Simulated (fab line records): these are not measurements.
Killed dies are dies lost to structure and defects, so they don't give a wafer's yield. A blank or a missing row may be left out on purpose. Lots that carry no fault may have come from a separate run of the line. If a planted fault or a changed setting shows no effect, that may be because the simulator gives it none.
Which tool did it? || flow sky130 || 24 lots with 72 wafers sampled at 5 steps, on a route of 708 steps

WHAT THE GAUGES SHOWED, per wafer
SKY_METAL3_CD_MEAS_13: target cd 300 nm.
{"lot": "L074", "measured": "day 38 01:52", "on": "cd-sem-01", "cd-nm (nm)": "299.5 299.8 299.4"}
{"lot": "L075", "measured": "day 38 08:07", "on": "cd-sem-02", "cd-nm (nm)": "299.0 298.3 298.0"}
{"lot": "L076", "measured": "day 38 19:22", "on": "cd-sem-02", "cd-nm (nm)": "298.3 297.5 299.3"}
{"lot": "L077", "measured": "day 39 04:49", "on": "cd-sem-01", "cd-nm (nm)": "299.0 299.8 299.7"}
{"lot": "L078", "measured": "day 40 08:23", "on": "cd-sem-01", "cd-nm (nm)": "299.7 301.2 300.2"}
{"lot": "L080", "measured": "day 40 08:38", "on": "cd-sem-01", "cd-nm (nm)": "299.8 298.8 298.6"}
{"lot": "L079", "measured": "day 40 10:03", "on": "cd-sem-01", "cd-nm (nm)": "294.6 296.6 295.7"}
{"lot": "L081", "measured": "day 40 13:52", "on": "cd-sem-01", "cd-nm (nm)": "299.9 300.1 300.1"}
{"lot": "L082", "measured": "day 40 15:49", "on": "cd-sem-01", "cd-nm (nm)": "299.1 300.1 299.3"}
{"lot": "L083", "measured": "day 41 18:07", "on": "cd-sem-01", "cd-nm (nm)": "300.3 301.8 302.5"}
{"lot": "L085", "measured": "day 41 20:11", "on": "cd-sem-01", "cd-nm (nm)": "299.8 299.0 300.1"}
{"lot": "L084", "measured": "day 41 20:49", "on": "cd-sem-01", "cd-nm (nm)": "298.5 299.2 299.3"}
{"lot": "L086", "measured": "day 42 04:35", "on": "cd-sem-01", "cd-nm (nm)": "301.8 301.9 302.3"}
{"lot": "L087", "measured": "day 42 09:31", "on": "cd-sem-01", "cd-nm (nm)": "301.5 300.6 299.3"}
{"lot": "L088", "measured": "day 42 13:10", "on": "cd-sem-01", "cd-nm (nm)": "300.5 299.9 299.8"}
{"lot": "L089", "measured": "day 42 18:14", "on": "cd-sem-01", "cd-nm (nm)": "300.7 300.1 300.0"}
{"lot": "L090", "measured": "day 42 22:40", "on": "cd-sem-01", "cd-nm (nm)": "300.4 299.3 299.3"}
{"lot": "L091", "measured": "day 43 04:13", "on": "cd-sem-01", "cd-nm (nm)": "299.0 299.4 298.7"}
{"lot": "L092", "measured": "day 43 14:05", "on": "cd-sem-01", "cd-nm (nm)": "300.4 300.1 299.5"}
{"lot": "L093", "measured": "day 43 21:47", "on": "cd-sem-01", "cd-nm (nm)": "299.8 298.8 300.3"}
{"lot": "L094", "measured": "day 44 04:38", "on": "cd-sem-01", "cd-nm (nm)": "301.0 300.5 301.4"}
{"lot": "L095", "measured": "day 44 13:43", "on": "cd-sem-01", "cd-nm (nm)": "299.9 299.5 300.2"}
{"lot": "L096", "measured": "day 44 15:01", "on": "cd-sem-01", "cd-nm (nm)": "302.2 301.9 301.8"}
{"lot": "L097", "measured": "day 44 21:47", "on": "cd-sem-01", "cd-nm (nm)": "301.8 299.7 300.6"}

TOOL THAT RAN EACH LOT (tool first, then ch and the chambers of the sampled wafers, then the start)
{"lot": "L074", "SKY_CONTACT_ETCH_18": "rie-diel-04 ch 0,1,3, day 33 08:17 or earlier", "SKY_VIA1_ETCH_14": "rie-diel-02 ch 0,2, day 33 08:17", "SKY_VIA2_ETCH_14": "rie-diel-03 ch 0,1,3, day 35 17:55", "SKY_METAL3_SPUTTER_01": "pvd-sputter-03, day 35 19:20"}
{"lot": "L075", "SKY_CONTACT_ETCH_18": "rie-diel-02 ch 1,2, day 33 13:47 or earlier", "SKY_VIA1_ETCH_14": "rie-diel-02 ch 0,1,2, day 33 13:47", "SKY_VIA2_ETCH_14": "rie-diel-01 ch 1,2, day 35 22:59", "SKY_METAL3_SPUTTER_01": "pvd-sputter-04, day 36 00:25"}
{"lot": "L076", "SKY_CONTACT_ETCH_18": "rie-diel-04 ch 1,3, day 34 02:07 or earlier", "SKY_VIA1_ETCH_14": "rie-diel-01 ch 0,3, day 34 02:07", "SKY_VIA2_ETCH_14": "rie-diel-01 ch 0,1, day 36 11:56", "SKY_METAL3_SPUTTER_01": "pvd-sputter-01, day 36 13:23"}
{"lot": "L077", "SKY_CONTACT_ETCH_18": "rie-diel-03 ch 0,2,3, day 34 13:08 or earlier", "SKY_VIA1_ETCH_14": "rie-diel-04 ch 0,1,2, day 34 13:08", "SKY_VIA2_ETCH_14": "rie-diel-02 ch 0,1,2, day 36 22:13", "SKY_METAL3_SPUTTER_01": "pvd-sputter-01, day 36 23:37"}
{"lot": "L078", "SKY_CONTACT_ETCH_18": "rie-diel-04 ch 0,1,2, day 35 19:04 or earlier", "SKY_VIA1_ETCH_14": "rie-diel-04 ch 2,3, day 35 19:04", "SKY_VIA2_ETCH_14": "rie-diel-02 ch 0,3, day 38 05:46", "SKY_METAL3_SPUTTER_01": "pvd-sputter-01, day 38 07:10"}
{"lot": "L080", "SKY_CONTACT_ETCH_18": "rie-diel-04 ch 1,3, day 35 19:16 or earlier", "SKY_VIA1_ETCH_14": "rie-diel-01 ch 1,3, day 35 19:16", "SKY_VIA2_ETCH_14": "rie-diel-03 ch 0,1,3, day 38 06:07", "SKY_METAL3_SPUTTER_01": "pvd-sputter-03, day 38 07:31"}
{"lot": "L079", "SKY_CONTACT_ETCH_18": "rie-diel-02 ch 0,2, day 35 21:35 or earlier", "SKY_VIA1_ETCH_14": "rie-diel-04 ch 0,3, day 35 21:35", "SKY_VIA2_ETCH_14": "rie-diel-01 ch 0,1,2, day 38 06:59", "SKY_METAL3_SPUTTER_01": "pvd-sputter-04, day 38 08:23"}
{"lot": "L081", "SKY_CONTACT_ETCH_18": "rie-diel-04 ch 0,2,3, day 36 02:19 or earlier", "SKY_VIA1_ETCH_14": "rie-diel-04 ch 1,2,3, day 36 02:19", "SKY_VIA2_ETCH_14": "rie-diel-01 ch 0,1,2, day 38 11:10", "SKY_METAL3_SPUTTER_01": "pvd-sputter-03, day 38 12:34"}
{"lot": "L082", "SKY_CONTACT_ETCH_18": "rie-diel-02 ch 0,2,3, day 36 04:13 or earlier", "SKY_VIA1_ETCH_14": "rie-diel-02 ch 0,1,2, day 36 04:13", "SKY_VIA2_ETCH_14": "rie-diel-02 ch 1,2,3, day 38 13:25", "SKY_METAL3_SPUTTER_01": "pvd-sputter-01, day 38 14:50"}
{"lot": "L083", "SKY_CONTACT_ETCH_18": "rie-diel-02 ch 0,1, day 37 08:20 or earlier", "SKY_VIA1_ETCH_14": "rie-diel-01 ch 0,1,3, day 37 08:20", "SKY_VIA2_ETCH_14": "rie-diel-03 ch 1,2,3, day 39 15:32", "SKY_METAL3_SPUTTER_01": "pvd-sputter-01, day 39 16:58"}
{"lot": "L085", "SKY_CONTACT_ETCH_18": "rie-diel-04 ch 0,3, day 37 12:25 or earlier", "SKY_VIA1_ETCH_14": "rie-diel-01 ch 0,1, day 37 12:25", "SKY_VIA2_ETCH_14": "rie-diel-03 ch 1,3, day 39 17:46", "SKY_METAL3_SPUTTER_01": "pvd-sputter-01, day 39 19:10"}
{"lot": "L084", "SKY_CONTACT_ETCH_18": "rie-diel-02 ch 1,2,3, day 37 13:23 or earlier", "SKY_VIA1_ETCH_14": "rie-diel-04 ch 0,2,3, day 37 13:23", "SKY_VIA2_ETCH_14": "rie-diel-02 ch 1,2,3, day 39 19:44", "SKY_METAL3_SPUTTER_01": "pvd-sputter-03, day 39 21:10"}
{"lot": "L086", "SKY_CONTACT_ETCH_18": "rie-diel-04 ch 0,1,2, day 37 20:31 or earlier", "SKY_VIA1_ETCH_14": "rie-diel-04 ch 0,1,2, day 37 20:31", "SKY_VIA2_ETCH_14": "rie-diel-02 ch 0,2,3, day 40 02:58", "SKY_METAL3_SPUTTER_01": "pvd-sputter-04, day 40 04:23"}
{"lot": "L087", "SKY_CONTACT_ETCH_18": "rie-diel-04 ch 1,2, day 38 02:16 or earlier", "SKY_VIA1_ETCH_14": "rie-diel-04 ch 0,3, day 38 02:16", "SKY_VIA2_ETCH_14": "rie-diel-01 ch 0,1, day 40 07:26", "SKY_METAL3_SPUTTER_01": "pvd-sputter-03, day 40 08:53"}
{"lot": "L088", "SKY_CONTACT_ETCH_18": "rie-diel-02 ch 1,2,3, day 38 07:55 or earlier", "SKY_VIA1_ETCH_14": "rie-diel-04 ch 0,3, day 38 07:55", "SKY_VIA2_ETCH_14": "rie-diel-03 ch 1,3, day 40 12:07", "SKY_METAL3_SPUTTER_01": "pvd-sputter-01, day 40 13:31"}
{"lot": "L089", "SKY_CONTACT_ETCH_18": "rie-diel-03 ch 0,3, day 38 12:28 or earlier", "SKY_VIA1_ETCH_14": "rie-diel-01 ch 0,1,3, day 38 12:28", "SKY_VIA2_ETCH_14": "rie-diel-02 ch 1,3, day 40 16:10", "SKY_METAL3_SPUTTER_01": "pvd-sputter-01, day 40 17:34"}
{"lot": "L090", "SKY_CONTACT_ETCH_18": "rie-diel-04 ch 1,3, day 38 15:23 or earlier", "SKY_VIA1_ETCH_14": "rie-diel-01 ch 0,1,3, day 38 15:23", "SKY_VIA2_ETCH_14": "rie-diel-03 ch 1,2,3, day 40 20:43", "SKY_METAL3_SPUTTER_01": "pvd-sputter-04, day 40 22:07"}
{"lot": "L091", "SKY_CONTACT_ETCH_18": "rie-diel-04 ch 0,1,2, day 38 23:26 or earlier", "SKY_VIA1_ETCH_14": "rie-diel-01 ch 1,2, day 38 23:26", "SKY_VIA2_ETCH_14": "rie-diel-03 ch 0,1,2, day 41 03:23", "SKY_METAL3_SPUTTER_01": "pvd-sputter-03, day 41 04:47"}
{"lot": "L092", "SKY_CONTACT_ETCH_18": "rie-diel-02 ch 0,1,2, day 39 08:40 or earlier", "SKY_VIA1_ETCH_14": "rie-diel-04 ch 0,1, day 39 08:40", "SKY_VIA2_ETCH_14": "rie-diel-02 ch 2,3, day 41 11:53", "SKY_METAL3_SPUTTER_01": "pvd-sputter-04, day 41 14:52"}
{"lot": "L093", "SKY_CONTACT_ETCH_18": "rie-diel-02 ch 0,3, day 39 19:07 or earlier", "SKY_VIA1_ETCH_14": "rie-diel-04 ch 1,2, day 39 19:07", "SKY_VIA2_ETCH_14": "rie-diel-03 ch 0,1,3, day 41 21:07", "SKY_METAL3_SPUTTER_01": "pvd-sputter-03, day 41 22:34"}
{"lot": "L094", "SKY_CONTACT_ETCH_18": "rie-diel-03 ch 2,3, day 40 03:41 or earlier", "SKY_VIA1_ETCH_14": "rie-diel-04 ch 0,2, day 40 03:41", "SKY_VIA2_ETCH_14": "rie-diel-03 ch 0,3, day 42 05:52", "SKY_METAL3_SPUTTER_01": "pvd-sputter-03, day 42 07:18"}
{"lot": "L095", "SKY_CONTACT_ETCH_18": "rie-diel-02 ch 0,2,3, day 40 09:52 or earlier", "SKY_VIA1_ETCH_14": "rie-diel-01 ch 0,2, day 40 09:52", "SKY_VIA2_ETCH_14": "rie-diel-01 ch 1,3, day 42 13:52", "SKY_METAL3_SPUTTER_01": "pvd-sputter-03, day 42 15:16"}
{"lot": "L096", "SKY_CONTACT_ETCH_18": "rie-diel-03 ch 0,2,3, day 40 13:11 or earlier", "SKY_VIA1_ETCH_14": "rie-diel-01 ch 0,1,2, day 40 13:11", "SKY_VIA2_ETCH_14": "rie-diel-02 ch 1,2,3, day 42 15:55", "SKY_METAL3_SPUTTER_01": "pvd-sputter-04, day 42 17:33"}
{"lot": "L097", "SKY_CONTACT_ETCH_18": "rie-diel-04 ch 0,1,2, day 40 18:09 or earlier", "SKY_VIA1_ETCH_14": "rie-diel-04 ch 0,2,3, day 40 18:09", "SKY_VIA2_ETCH_14": "rie-diel-01 ch 1,2, day 42 20:50", "SKY_METAL3_SPUTTER_01": "pvd-sputter-04, day 42 22:14"}
- SKY_CONTACT_ETCH_18: etches Si3N4 in CHF3/O2, stops on TiN, time 39 s, target depth 75 nm.
- SKY_VIA1_ETCH_14: etches BARC in N2/H2, stops on SiO2, time 45.9 s, target depth 60 nm.
- SKY_VIA2_ETCH_14: etches BARC in N2/H2, stops on SiO2, time 45.9 s, target depth 60 nm.
- SKY_METAL3_SPUTTER_01: material TiN, target thk 20 nm, time 16.7 s.

AS READ BY THE TOOLS THEMSELVES (means over the sampled wafers that have a number; for cases with no such wafer, the mark the record gives instead)
SKY_CONTACT_ETCH_18.
{"lot": "L074", "tool": "rie-diel-04", "drypump-motor-current-A (A)": 5.6, "oes-product-au (a.u.)": 0.857, "throttle-valve-pct (%)": 8.800}
{"lot": "L075", "tool": "rie-diel-02", "drypump-motor-current-A (A)": 6.0, "oes-product-au (a.u.)": 0.855, "throttle-valve-pct (%)": 8.793}
{"lot": "L076", "tool": "rie-diel-04", "drypump-motor-current-A (A)": 5.3, "oes-product-au (a.u.)": 0.856, "throttle-valve-pct (%)": 8.791}
{"lot": "L077", "tool": "rie-diel-03", "drypump-motor-current-A (A)": 6.2, "oes-product-au (a.u.)": 0.850, "throttle-valve-pct (%)": 8.796}
{"lot": "L078", "tool": "rie-diel-04", "drypump-motor-current-A (A)": 5.8, "oes-product-au (a.u.)": 0.865, "throttle-valve-pct (%)": 8.799}
{"lot": "L080", "tool": "rie-diel-04", "drypump-motor-current-A (A)": 5.5, "oes-product-au (a.u.)": 0.854, "throttle-valve-pct (%)": 8.796}
{"lot": "L079", "tool": "rie-diel-02", "drypump-motor-current-A (A)": 5.8, "oes-product-au (a.u.)": 0.852, "throttle-valve-pct (%)": 8.798}
{"lot": "L081", "tool": "rie-diel-04", "drypump-motor-current-A (A)": 5.6, "oes-product-au (a.u.)": 0.854, "throttle-valve-pct (%)": 8.790}
{"lot": "L082", "tool": "rie-diel-02", "drypump-motor-current-A (A)": 5.8, "oes-product-au (a.u.)": 0.849, "throttle-valve-pct (%)": 8.788}
{"lot": "L083", "tool": "rie-diel-02", "drypump-motor-current-A (A)": 5.7, "oes-product-au (a.u.)": 0.853, "throttle-valve-pct (%)": 8.794}
{"lot": "L085", "tool": "rie-diel-04", "drypump-motor-current-A (A)": 5.8, "oes-product-au (a.u.)": 0.855, "throttle-valve-pct (%)": 8.795}
{"lot": "L084", "tool": "rie-diel-02", "drypump-motor-current-A (A)": 5.9, "oes-product-au (a.u.)": 0.854, "throttle-valve-pct (%)": 8.784}
{"lot": "L086", "tool": "rie-diel-04", "drypump-motor-current-A (A)": 5.8, "oes-product-au (a.u.)": 0.851, "throttle-valve-pct (%)": 8.796}
{"lot": "L087", "tool": "rie-diel-04", "drypump-motor-current-A (A)": 5.7, "oes-product-au (a.u.)": 0.852, "throttle-valve-pct (%)": 8.792}
{"lot": "L088", "tool": "rie-diel-02", "drypump-motor-current-A (A)": 5.9, "oes-product-au (a.u.)": 0.856, "throttle-valve-pct (%)": 8.798}
{"lot": "L089", "tool": "rie-diel-03", "drypump-motor-current-A (A)": 6.0, "oes-product-au (a.u.)": 0.855, "throttle-valve-pct (%)": 8.804}
{"lot": "L090", "tool": "rie-diel-04", "drypump-motor-current-A (A)": 5.3, "oes-product-au (a.u.)": 0.847, "throttle-valve-pct (%)": 8.788}
{"lot": "L091", "tool": "rie-diel-04", "drypump-motor-current-A (A)": 5.8, "oes-product-au (a.u.)": 0.847, "throttle-valve-pct (%)": 8.791}
{"lot": "L092", "tool": "rie-diel-02", "drypump-motor-current-A (A)": 5.9, "oes-product-au (a.u.)": 0.857, "throttle-valve-pct (%)": 8.796}
{"lot": "L093", "tool": "rie-diel-02", "drypump-motor-current-A (A)": 5.6, "oes-product-au (a.u.)": 0.859, "throttle-valve-pct (%)": 8.789}
{"lot": "L094", "tool": "rie-diel-03", "drypump-motor-current-A (A)": 6.4, "oes-product-au (a.u.)": 0.851, "throttle-valve-pct (%)": 8.778}
{"lot": "L095", "tool": "rie-diel-02", "drypump-motor-current-A (A)": 5.8, "oes-product-au (a.u.)": 0.857, "throttle-valve-pct (%)": 8.794}
{"lot": "L096", "tool": "rie-diel-03", "drypump-motor-current-A (A)": 6.2, "oes-product-au (a.u.)": 0.855, "throttle-valve-pct (%)": 8.795}
{"lot": "L097", "tool": "rie-diel-04", "drypump-motor-current-A (A)": 5.8, "oes-product-au (a.u.)": 0.849, "throttle-valve-pct (%)": 8.794}

SKY_VIA1_ETCH_14.
{"lot": "L074", "tool": "rie-diel-02", "drypump-motor-current-A (A)": 6.0, "oes-product-au (a.u.)": 0.856, "throttle-valve-pct (%)": 13.227}
{"lot": "L075", "tool": "rie-diel-02", "drypump-motor-current-A (A)": 5.9, "oes-product-au (a.u.)": 0.856, "throttle-valve-pct (%)": 13.228}
{"lot": "L076", "tool": "rie-diel-01", "drypump-motor-current-A (A)": 5.5, "oes-product-au (a.u.)": 0.856, "throttle-valve-pct (%)": 13.228}
{"lot": "L077", "tool": "rie-diel-04", "drypump-motor-current-A (A)": 5.8, "oes-product-au (a.u.)": 0.855, "throttle-valve-pct (%)": 13.223}
{"lot": "L078", "tool": "rie-diel-04", "drypump-motor-current-A (A)": 5.5, "oes-product-au (a.u.)": 0.855, "throttle-valve-pct (%)": 13.231}
{"lot": "L080", "tool": "rie-diel-01", "drypump-motor-current-A (A)": 5.2, "oes-product-au (a.u.)": 0.856, "throttle-valve-pct (%)": 13.227}
{"lot": "L079", "tool": "rie-diel-04", "drypump-motor-current-A (A)": 5.8, "oes-product-au (a.u.)": 0.857, "throttle-valve-pct (%)": 13.230}
{"lot": "L081", "tool": "rie-diel-04", "drypump-motor-current-A (A)": 5.5, "oes-product-au (a.u.)": 0.853, "throttle-valve-pct (%)": 13.221}
{"lot": "L082", "tool": "rie-diel-02", "drypump-motor-current-A (A)": 5.9, "oes-product-au (a.u.)": 0.854, "throttle-valve-pct (%)": 13.232}
{"lot": "L083", "tool": "rie-diel-01", "drypump-motor-current-A (A)": 5.5, "oes-product-au (a.u.)": 0.856, "throttle-valve-pct (%)": 13.221}
{"lot": "L085", "tool": "rie-diel-01", "drypump-motor-current-A (A)": 5.8, "oes-product-au (a.u.)": 0.858, "throttle-valve-pct (%)": 13.225}
{"lot": "L084", "tool": "rie-diel-04", "drypump-motor-current-A (A)": 5.6, "oes-product-au (a.u.)": 0.853, "throttle-valve-pct (%)": 13.220}
{"lot": "L086", "tool": "rie-diel-04", "drypump-motor-current-A (A)": 5.8, "oes-product-au (a.u.)": 0.854, "throttle-valve-pct (%)": 13.228}
{"lot": "L087", "tool": "rie-diel-04", "drypump-motor-current-A (A)": 5.8, "oes-product-au (a.u.)": 0.851, "throttle-valve-pct (%)": 13.228}
{"lot": "L088", "tool": "rie-diel-04", "drypump-motor-current-A (A)": 5.8, "oes-product-au (a.u.)": 0.856, "throttle-valve-pct (%)": 13.223}
{"lot": "L089", "tool": "rie-diel-01", "drypump-motor-current-A (A)": 5.5, "oes-product-au (a.u.)": 0.852, "throttle-valve-pct (%)": 13.225}
{"lot": "L090", "tool": "rie-diel-01", "drypump-motor-current-A (A)": 5.5, "oes-product-au (a.u.)": 0.856, "throttle-valve-pct (%)": 13.218}
{"lot": "L091", "tool": "rie-diel-01", "drypump-motor-current-A (A)": 5.5, "oes-product-au (a.u.)": 0.859, "throttle-valve-pct (%)": 13.222}
{"lot": "L092", "tool": "rie-diel-04", "drypump-motor-current-A (A)": 5.9, "oes-product-au (a.u.)": 0.855, "throttle-valve-pct (%)": 13.228}
{"lot": "L093", "tool": "rie-diel-04", "drypump-motor-current-A (A)": 5.7, "oes-product-au (a.u.)": 0.850, "throttle-valve-pct (%)": 13.224}
{"lot": "L094", "tool": "rie-diel-04", "drypump-motor-current-A (A)": 5.8, "oes-product-au (a.u.)": 0.857, "throttle-valve-pct (%)": 13.224}
{"lot": "L095", "tool": "rie-diel-01", "drypump-motor-current-A (A)": 5.7, "oes-product-au (a.u.)": 0.856, "throttle-valve-pct (%)": 13.218}
{"lot": "L096", "tool": "rie-diel-01", "drypump-motor-current-A (A)": 5.7, "oes-product-au (a.u.)": 0.854, "throttle-valve-pct (%)": 13.229}
{"lot": "L097", "tool": "rie-diel-04", "drypump-motor-current-A (A)": 5.6, "oes-product-au (a.u.)": 0.855, "throttle-valve-pct (%)": 13.220}

SKY_VIA2_ETCH_14.
{"lot": "L074", "tool": "rie-diel-03", "drypump-motor-current-A (A)": 6.0, "oes-product-au (a.u.)": 0.854, "throttle-valve-pct (%)": 13.222}
{"lot": "L075", "tool": "rie-diel-01", "drypump-motor-current-A (A)": 5.5, "oes-product-au (a.u.)": 0.853, "throttle-valve-pct (%)": 13.223}
{"lot": "L076", "tool": "rie-diel-01", "drypump-motor-current-A (A)": 5.9, "oes-product-au (a.u.)": 0.850, "throttle-valve-pct (%)": 13.222}
{"lot": "L077", "tool": "rie-diel-02", "drypump-motor-current-A (A)": 5.9, "oes-product-au (a.u.)": 0.861, "throttle-valve-pct (%)": 13.223}
{"lot": "L078", "tool": "rie-diel-02", "drypump-motor-current-A (A)": 5.6, "oes-product-au (a.u.)": 0.854, "throttle-valve-pct (%)": 13.228}
{"lot": "L080", "tool": "rie-diel-03", "drypump-motor-current-A (A)": 6.0, "oes-product-au (a.u.)": 0.858, "throttle-valve-pct (%)": 13.237}
{"lot": "L079", "tool": "rie-diel-01", "drypump-motor-current-A (A)": 5.7, "oes-product-au (a.u.)": 0.850, "throttle-valve-pct (%)": 13.217}
{"lot": "L081", "tool": "rie-diel-01", "drypump-motor-current-A (A)": 5.7, "oes-product-au (a.u.)": 0.853, "throttle-valve-pct (%)": 13.219}
{"lot": "L082", "tool": "rie-diel-02", "drypump-motor-current-A (A)": 5.9, "oes-product-au (a.u.)": 0.849, "throttle-valve-pct (%)": 13.215}
{"lot": "L083", "tool": "rie-diel-03", "drypump-motor-current-A (A)": 6.2, "oes-product-au (a.u.)": 0.861, "throttle-valve-pct (%)": 13.228}
{"lot": "L085", "tool": "rie-diel-03", "drypump-motor-current-A (A)": 6.2, "oes-product-au (a.u.)": 0.854, "throttle-valve-pct (%)": 13.218}
{"lot": "L084", "tool": "rie-diel-02", "drypump-motor-current-A (A)": 5.9, "oes-product-au (a.u.)": 0.854, "throttle-valve-pct (%)": 13.226}
{"lot": "L086", "tool": "rie-diel-02", "drypump-motor-current-A (A)": 5.8, "oes-product-au (a.u.)": 0.850, "throttle-valve-pct (%)": 13.222}
{"lot": "L087", "tool": "rie-diel-01", "drypump-motor-current-A (A)": 5.9, "oes-product-au (a.u.)": 0.857, "throttle-valve-pct (%)": 13.217}
{"lot": "L088", "tool": "rie-diel-03", "drypump-motor-current-A (A)": 6.1, "oes-product-au (a.u.)": 0.853, "throttle-valve-pct (%)": 13.219}
{"lot": "L089", "tool": "rie-diel-02", "drypump-motor-current-A (A)": 5.8, "oes-product-au (a.u.)": 0.851, "throttle-valve-pct (%)": 13.224}
{"lot": "L090", "tool": "rie-diel-03", "drypump-motor-current-A (A)": 6.2, "oes-product-au (a.u.)": 0.859, "throttle-valve-pct (%)": 13.221}
{"lot": "L091", "tool": "rie-diel-03", "drypump-motor-current-A (A)": 6.0, "oes-product-au (a.u.)": 0.855, "throttle-valve-pct (%)": 13.228}
{"lot": "L092", "tool": "rie-diel-02", "drypump-motor-current-A (A)": 6.0, "oes-product-au (a.u.)": 0.857, "throttle-valve-pct (%)": 13.220}
{"lot": "L093", "tool": "rie-diel-03", "drypump-motor-current-A (A)": 6.0, "oes-product-au (a.u.)": 0.856, "throttle-valve-pct (%)": 13.230}
{"lot": "L094", "tool": "rie-diel-03", "drypump-motor-current-A (A)": 6.2, "oes-product-au (a.u.)": 0.857, "throttle-valve-pct (%)": 13.219}
{"lot": "L095", "tool": "rie-diel-01", "drypump-motor-current-A (A)": 5.2, "oes-product-au (a.u.)": 0.860, "throttle-valve-pct (%)": 13.223}
{"lot": "L096", "tool": "rie-diel-02", "drypump-motor-current-A (A)": 5.9, "oes-product-au (a.u.)": 0.854, "throttle-valve-pct (%)": 13.214}
{"lot": "L097", "tool": "rie-diel-01", "drypump-motor-current-A (A)": 5.5, "oes-product-au (a.u.)": 0.856, "throttle-valve-pct (%)": 13.228}

SKY_METAL3_SPUTTER_01.
{"lot": "L074", "tool": "pvd-sputter-03", "throttle-valve-pct (%)": 30.3}
{"lot": "L075", "tool": "pvd-sputter-04", "throttle-valve-pct (%)": 29.1}
{"lot": "L076", "tool": "pvd-sputter-01", "throttle-valve-pct (%)": 30.5}
{"lot": "L077", "tool": "pvd-sputter-01", "throttle-valve-pct (%)": 29.7}
{"lot": "L078", "tool": "pvd-sputter-01", "throttle-valve-pct (%)": 29.2}
{"lot": "L080", "tool": "pvd-sputter-03", "throttle-valve-pct (%)": 30.9}
{"lot": "L079", "tool": "pvd-sputter-04", "throttle-valve-pct (%)": 30.4}
{"lot": "L081", "tool": "pvd-sputter-03", "throttle-valve-pct (%)": 30.8}
{"lot": "L082", "tool": "pvd-sputter-01", "throttle-valve-pct (%)": 29.7}
{"lot": "L083", "tool": "pvd-sputter-01", "throttle-valve-pct (%)": 29.9}
{"lot": "L085", "tool": "pvd-sputter-01", "throttle-valve-pct (%)": 30.3}
{"lot": "L084", "tool": "pvd-sputter-03", "throttle-valve-pct (%)": 30.4}
{"lot": "L086", "tool": "pvd-sputter-04", "throttle-valve-pct (%)": 30.3}
{"lot": "L087", "tool": "pvd-sputter-03", "throttle-valve-pct (%)": 31.4}
{"lot": "L088", "tool": "pvd-sputter-01", "throttle-valve-pct (%)": 30.3}
{"lot": "L089", "tool": "pvd-sputter-01", "throttle-valve-pct (%)": 29.1}
{"lot": "L090", "tool": "pvd-sputter-04", "throttle-valve-pct (%)": 30.3}
{"lot": "L091", "tool": "pvd-sputter-03", "throttle-valve-pct (%)": 30.5}
{"lot": "L092", "tool": "pvd-sputter-04", "throttle-valve-pct (%)": 29.8}
{"lot": "L093", "tool": "pvd-sputter-03", "throttle-valve-pct (%)": 30.5}
{"lot": "L094", "tool": "pvd-sputter-03", "throttle-valve-pct (%)": 30.7}
{"lot": "L095", "tool": "pvd-sputter-03", "throttle-valve-pct (%)": 31.0}
{"lot": "L096", "tool": "pvd-sputter-04", "throttle-valve-pct (%)": 29.7}
{"lot": "L097", "tool": "pvd-sputter-04", "throttle-valve-pct (%)": 29.6}

THE ANSWER, worked out from the rows above alone
Rule: the lots themselves supply what counts as usual. The widest of any qualifying gaps counts: lots, ordered by their means at a reading, are off when they make up no more than a third of the lots, leave a main group of 4 or more, and stand apart from it by 3 or more times the standard deviation of that group's means. Not used: any main group whose means are identical at the precision the tables above print for the reading. A lot without any number at a reading at which 4 lots or more have one is off too. Where the step has rows for the other lots, those lots are counted as sound. First the gauges in route order, then the tools' own readings, where a lot's mean is used as printed above. At the first step where some lot is off, the reading lying furthest off is the one used; lots without a number count as furthest.
No lot is off at any reading shown: from this, nothing can be told.

WHAT THE SIMULATOR HAD INSERTED
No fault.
